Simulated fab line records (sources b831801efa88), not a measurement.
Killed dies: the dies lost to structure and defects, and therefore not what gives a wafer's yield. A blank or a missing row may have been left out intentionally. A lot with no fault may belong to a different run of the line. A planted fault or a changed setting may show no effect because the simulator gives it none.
One fault through the eyes of 2 desks + flow sky130 + what lay behind the numbers comes last; until then each desk has only its own

AT THE METROLOGY DESK
What the gauges read for every lot (on any tool): the sampled wafers with a number, averaged. Any lot whose mean is over 4 standard deviations away from the usual mean is out of limits and marked OUT; that distance is given in the brackets.
Columns: A = SONOS_ONO_CVD_02_THK at SKY_SONOS_ONO_THK_MEAS_03, usual 10.41 nm; B = SONOS_ONO_CVD_04_THK at SKY_SONOS_ONO_THK_MEAS_05, usual 5.72 nm; C = cdNm at SKY_SONOS_ONO_CD_MEAS_13, usual 409.9 nm; D = SONOS_ONO_OVL at SKY_SONOS_ONO_OVL_MEAS_14, usual -0.4 nm
| lot  | first seen here | A     | B    | C     | D    |
|------|-----------------|-------|------|-------|------|
| L847 | day 11 14:08    | 10.52 | 5.56 | 406.9 | -0.3 |
| L850 | day 12 21:32    | 10.32 | 5.54 | 409.8 | -0.3 |
| L861 | day 16 04:59    | 10.39 | 5.67 | 408.4 | -1.9 |
| L862 | day 16 16:18    | 10.51 | 5.73 | 408.8 | -2.5 |
| L863 | day 17 03:54    | 10.42 | 5.82 | 413.1 | -2.5 |
| L870 | day 19 07:07    | 10.49 | 5.91 | 411.6 | -1.1 |
This desk found nothing out of limits on any of the 6 lots.

THE TOOL OWNER'S DESK: rieDiel-03
The tool's own readings at SKY_SONOS_ONO_ETCH_15 (etches the open film in CHF3/O2, target depth 19.52 nm, time 7.8 s): means of the sampled wafers that have a number, for each lot that ran on this tool. Any lot whose mean is over 4 standard deviations away from the usual mean is out of limits and marked OUT; that distance is given in the brackets.
Columns: A = O2_flow_sccm at SKY_SONOS_ONO_ETCH_15, usual 5.001 sccm; B = drypumpMotorCurrentA at SKY_SONOS_ONO_ETCH_15, usual 5.7 A; C = oesProductAu at SKY_SONOS_ONO_ETCH_15, usual 0.996 a.u.; D = throttleValvePct at SKY_SONOS_ONO_ETCH_15, usual 8.824 %
| lot  | first seen here | A     | B   | C     | D     |
|------|-----------------|-------|-----|-------|-------|
| L850 | day 13 23:26    | 4.989 | 5.9 | 0.991 | 8.822 |
| L862 | day 17 22:38    | 5.009 | 5.6 | 0.997 | 8.829 |
| L863 | day 18 10:35    | 5.014 | 5.7 | 0.987 | 8.832 |
This desk found nothing out of limits on any of the 3 lots.

BROUGHT TOGETHER
Metrology desk: nothing out of limits seen.
The tool owner's desk saw nothing out of limits.

WHAT THE SIMULATOR HAD PUT IN
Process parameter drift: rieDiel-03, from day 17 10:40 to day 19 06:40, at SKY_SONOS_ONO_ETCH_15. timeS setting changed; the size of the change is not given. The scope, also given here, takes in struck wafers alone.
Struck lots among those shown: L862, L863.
